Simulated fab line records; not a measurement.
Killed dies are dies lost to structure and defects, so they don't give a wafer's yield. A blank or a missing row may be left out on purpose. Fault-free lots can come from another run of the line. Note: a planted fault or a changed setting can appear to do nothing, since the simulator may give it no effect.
Tool commonality check + flow sky130 + Lots sampled 10, wafers sampled 30

== THE REASON FOR OPENING IT ==
Of 10 lots, 2 have the reading CAP2M_TIN_RS flagged at SKY_CAP2M_RS_MEAS_03. No-fault wafers: 6.92 ohm/sq, standard deviation 0.087.
Rule: a lot gets a flag if all its wafers with a number sit over 4 standard deviations from that mean, or if no wafer of it has a number. As for the other lots, they are considered sound.

| lot  | measured     | on            | CAP2M_TIN_RS (ohm/sq), wafer by wafer | flag    |
|------|--------------|---------------|---------------------------------------|---------|
| L428 | day 40 11:18 | film_metro-03 | 6.73 6.76 6.81                        |         |
| L431 | day 41 01:59 | film_metro-03 | 7.14 7.04 7.06                        |         |
| L432 | day 42 13:04 | film_metro-01 | 6.87 6.84 6.78                        |         |
| L433 | day 42 17:02 | film_metro-04 | 6.94 6.94 6.93                        |         |
| L435 | day 42 17:39 | film_metro-01 | 6.79 6.88 6.87                        |         |
| L434 | day 42 19:03 | film_metro-01 | 8.24 8.19 8.15                        | FLAGGED |
| L438 | day 43 08:08 | film_metro-04 | 8.27 8.15 8.28                        | FLAGGED |
| L444 | day 44 21:35 | film_metro-03 | 6.98 6.97 7.00                        |         |
| L446 | day 45 11:58 | film_metro-04 | 7.05 7.04 7.06                        |         |
| L449 | day 45 23:38 | film_metro-03 | 6.86 6.84 6.89                        |         |
Average over the flagged lots: 8.21 ohm/sq; offset from the usual +1.29 ohm/sq, equal to +15 standard deviations.

== LOT BY LOT: THE TOOL USED ==
The record holds 2 process steps before the reading, out of a route of 708 steps. In each cell: the tool, then ch and the chambers that the sampled wafers went through, then the start.
| lot  | flag    | SKY_METAL4_SPUTTER_04        | SKY_CAP2M_SPUTTER_02         |
|------|---------|------------------------------|------------------------------|
| L428 |         | pvd_sputter-04, day 40 11:02 | pvd_sputter-01, day 40 11:10 |
| L431 |         | pvd_sputter-01, day 41 01:42 | pvd_sputter-04, day 41 01:50 |
| L432 |         | pvd_sputter-04, day 42 12:49 | pvd_sputter-01, day 42 12:57 |
| L433 |         | pvd_sputter-01, day 42 16:47 | pvd_sputter-04, day 42 16:55 |
| L435 |         | pvd_sputter-03, day 42 17:20 | pvd_sputter-01, day 42 17:29 |
| L434 | FLAGGED | pvd_sputter-04, day 42 18:47 | pvd_sputter-01, day 42 18:55 |
| L438 | FLAGGED | pvd_sputter-03, day 43 07:52 | pvd_sputter-01, day 43 08:02 |
| L444 |         | pvd_sputter-03, day 44 21:21 | pvd_sputter-04, day 44 21:29 |
| L446 |         | pvd_sputter-01, day 45 11:42 | pvd_sputter-04, day 45 11:50 |
| L449 |         | pvd_sputter-01, day 45 23:24 | pvd_sputter-02, day 45 23:32 |
What is done by these steps:
- SKY_METAL4_SPUTTER_04: material TiN, target thk 70 nm, time 58.3 s.
- SKY_CAP2M_SPUTTER_02: material TiN, target thk 200 nm, time 166.7 s.
- SKY_CAP2M_RS_MEAS_03: measures by four-point-probe.

== FLAGGED OVER TOTAL, TOOL BY TOOL (the gauges that took the reading come last) ==
| step                  | tool           | lots run | flagged | share of the flagged lots | sound lots run after its first flagged lot |
|-----------------------|----------------|----------|---------|---------------------------|--------------------------------------------|
| SKY_METAL4_SPUTTER_04 | pvd_sputter-01 | 4        | 0       | none                      | -                                          |
| SKY_METAL4_SPUTTER_04 | pvd_sputter-03 | 3        | 1       | some                      | 1 (L444)                                   |
| SKY_METAL4_SPUTTER_04 | pvd_sputter-04 | 3        | 1       | some                      | 0                                          |
| SKY_CAP2M_SPUTTER_02  | pvd_sputter-01 | 5        | 2       | all                       | 0                                          |
| SKY_CAP2M_SPUTTER_02  | pvd_sputter-02 | 1        | 0       | none                      | -                                          |
| SKY_CAP2M_SPUTTER_02  | pvd_sputter-04 | 4        | 0       | none                      | -                                          |
| SKY_CAP2M_RS_MEAS_03  | film_metro-01  | 3        | 1       | some                      | 0                                          |
| SKY_CAP2M_RS_MEAS_03  | film_metro-03  | 4        | 0       | none                      | -                                          |
| SKY_CAP2M_RS_MEAS_03  | film_metro-04  | 3        | 1       | some                      | 1 (L446)                                   |

== WHAT THE TABLE PERMITS ==
In the table, 1 row covers all flagged lots: pvd_sputter-01 at SKY_CAP2M_SPUTTER_02.
- pvd_sputter-01 at SKY_CAP2M_SPUTTER_02 ran 5 lots, 2 of them flagged. It ran its last sound lot, L435, at day 42 17:29 and its first flagged lot, L434, at day 42 18:55: a fault with its onset between the two fits.
Just one tool remains: pvd_sputter-01 at SKY_CAP2M_SPUTTER_02.

== WHAT THE SIMULATOR PUT IN ==
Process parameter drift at SKY_CAP2M_SPUTTER_02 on pvd_sputter-01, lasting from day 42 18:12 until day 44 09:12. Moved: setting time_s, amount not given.
Struck lots among those shown: L434, L438. This agrees with what the rule above found.
